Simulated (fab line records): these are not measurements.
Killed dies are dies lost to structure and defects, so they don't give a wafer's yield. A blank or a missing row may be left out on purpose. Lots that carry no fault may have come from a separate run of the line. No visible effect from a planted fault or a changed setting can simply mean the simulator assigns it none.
Shared-tool check | flow sky130 | 14 lots, 42 wafers sampled

## WHAT PROMPTED THE OPENING
On 2 of the 14 lots, a flag is raised at SKY_SD_P_CD_MEAS_07 on the reading cd nm. Fault-free wafers read 378.7 nm, with a standard deviation of 2.4.
Rule: a lot gets a flag if all its wafers with a number sit over 4 standard deviations from that mean, or if no wafer of it has a number. As for the other lots, they are considered sound.

lot  | measured     | on        | cd nm (nm), wafer by wafer | flag
L169 | day 25 10:04 | cd sem-01 | 378.8 378.3 378.0          |
L171 | day 26 00:32 | cd sem-01 | 385.9 378.3 378.5          |
L170 | day 26 00:42 | cd sem-01 | 378.5 378.8 375.4          |
L173 | day 26 17:34 | cd sem-01 | 382.8 377.5 382.1          |
L174 | day 27 15:42 | cd sem-02 | 377.1 374.7 376.9          |
L176 | day 28 01:25 | cd sem-02 | 379.8 381.0 381.5          |
L177 | day 28 13:10 | cd sem-02 | 376.7 379.2 379.1          |
L178 | day 28 19:01 | cd sem-02 | 378.1 376.9 377.0          |
L179 | day 28 22:03 | cd sem-01 | 377.2 375.5 375.6          |
L180 | day 29 08:50 | cd sem-02 | 375.1 379.4 380.1          |
L182 | day 30 00:52 | cd sem-01 | 377.5 378.6 380.0          |
L185 | day 31 01:22 | cd sem-02 | 377.0 379.5 380.1          |
L186 | day 31 09:24 | cd sem-02 | 470.6 470.7 471.4          | FLAGGED
L187 | day 31 14:33 | cd sem-02 | 473.6 475.1 474.3          | FLAGGED
On average the flagged lots' numbers are 472.6 nm, which is +93.9 nm against the usual, or +39 standard deviations.

## LOT BY LOT: THE TOOL USED
The record holds 1 process step before the reading, out of a route of 708 steps. Every cell lists first the tool, next ch and the chambers used by the sampled wafers, and last the start.
lot  | flag    | SKY_SD_P_COAT_02
L169 |         | litho track-01 ch 0, day 24 19:03
L171 |         | litho track-01 ch 0, day 25 09:52
L170 |         | litho track-03 ch 0, day 25 10:02
L173 |         | litho track-03 ch 0, day 26 03:03
L174 |         | litho track-04 ch 0, day 27 01:13
L176 |         | litho track-04 ch 0, day 27 10:55
L177 |         | litho track-01 ch 0, day 27 22:34
L178 |         | litho track-04 ch 0, day 28 04:30
L179 |         | litho track-01 ch 0, day 28 07:42
L180 |         | litho track-04 ch 0, day 28 18:28
L182 |         | litho track-01 ch 0, day 29 11:07
L185 |         | litho track-04 ch 0, day 30 10:54
L186 | FLAGGED | litho track-01 ch 0, day 30 19:25
L187 | FLAGGED | litho track-01 ch 0, day 31 00:28
What is done by these steps:
- SKY_SD_P_COAT_02: resist thk 1140 nm.
- SKY_SD_P_CD_MEAS_07: target cd 380 nm.

## FLAGGED AGAINST TOTAL, ONE TOOL AT A TIME (gauges that did the reading follow at the end)
step                | tool           | lots run | flagged | share of the flagged lots | sound lots run after its first flagged lot
SKY_SD_P_COAT_02    | litho track-01 | 7        | 2       | all                       | 0
SKY_SD_P_COAT_02    | litho track-03 | 2        | 0       | none                      | -
SKY_SD_P_COAT_02    | litho track-04 | 5        | 0       | none                      | -
SKY_SD_P_CD_MEAS_07 | cd sem-01      | 6        | 0       | none                      | -
SKY_SD_P_CD_MEAS_07 | cd sem-02      | 8        | 2       | all                       | 0

## WHAT THE TABLE ALLOWS
In 2 table rows, all flagged lots were run: litho track-01 (SKY_SD_P_COAT_02), cd sem-02 (SKY_SD_P_CD_MEAS_07).
- litho track-01 at SKY_SD_P_COAT_02 ran 7 lots, 2 of them flagged. Its last sound lot is L182 (day 29 11:07), its first flagged lot L186 (day 30 19:25): a fault that began between those two fits.
- cd sem-02 at SKY_SD_P_CD_MEAS_07 ran 8 lots, 2 of them flagged. Its last sound lot is L185 (day 31 01:22), its first flagged lot L186 (day 31 09:24): a fault that began between those two fits.
Because each of these 2 tools fits a fault that began at some hour, counting lots does not separate them. More lots, or a look at what each step does to the wafer, might.

## WHAT WAS PUT IN BY THE SIMULATOR
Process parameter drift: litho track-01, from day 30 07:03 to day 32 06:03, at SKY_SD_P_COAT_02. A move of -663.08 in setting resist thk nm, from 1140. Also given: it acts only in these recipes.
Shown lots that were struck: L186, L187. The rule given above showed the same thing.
